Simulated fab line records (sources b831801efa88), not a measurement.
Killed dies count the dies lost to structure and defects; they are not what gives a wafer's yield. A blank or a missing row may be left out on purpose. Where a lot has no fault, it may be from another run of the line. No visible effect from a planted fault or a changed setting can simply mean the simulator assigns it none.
Chamber matching | flow sky130 | rie diel-04 running SKY_METAL4_ETCH_17: 4 sister chambers
The step etches SiO2 in C4F8/O2/Ar, stops on TiN, time 3.9 s, target depth 15 nm. 8 wafers are shown with their chamber, then 6 later ones without.

## WAFERS, EACH WITH ITS CHAMBER
wafer  | chamber | rf fwd power W (W) | oes product au (a.u.)
L545.1 | 0       | 1475               | 0.738
L546.2 | 3       | 1460               | 0.751
L546.3 | 0       | 1477               | 0.755
L548.1 | 3       | 1472               | 0.756
L548.3 | 1       | 1471               | 0.764
L555.3 | 2       | 1475               | 0.753
L555.4 | 1       | 1467               | 0.776
L555.5 | 2       | 1478               | 0.747

## WAFERS MISSING THEIR CHAMBER
wafer  | rf fwd power W (W) | oes product au (a.u.)
L561.1 | 1492               | 0.763
L561.5 | 1471               | 0.775
L561.6 | 1472               | 0.758
L562.1 | 1471               | 0.750
L562.3 | 1458               | 0.748
L562.4 | 1464               | 0.756

## THE CHAMBER EACH PASSED THROUGH
wafer  | from the rows above               | in truth
L561.1 | can't be placed: 2 or 0 or 1 or 3 | 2
L561.5 | 1                                 | 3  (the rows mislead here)
L561.6 | can't be placed: 2 or 3 or 1 or 0 | 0
L562.1 | can't be placed: 0 or 3 or 2 or 1 | 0
L562.3 | can't be placed: 3 or 1           | 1
L562.4 | can't be placed: 3 or 1           | 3
Correct placement for 0 of the 6. Unplaceable from these rows: 5, with the true chamber sitting among the candidates in 5. Placed wrongly: 1.
How it was worked out, from the rows above alone: a wafer's distance from a chamber is the root of the sum, over the readings, of the square of ((its reading less the chamber's mean) divided by the reading's scatter). The wafer belongs to the nearest chamber; if the next one is less than 2 further off, it can't be placed. Each chamber's mean is taken over the wafers shown for it. How the scatter is found: for the shown wafers, subtract from each reading the mean of its chamber, square and add these, divide the total by (wafers less chambers), then take the root.
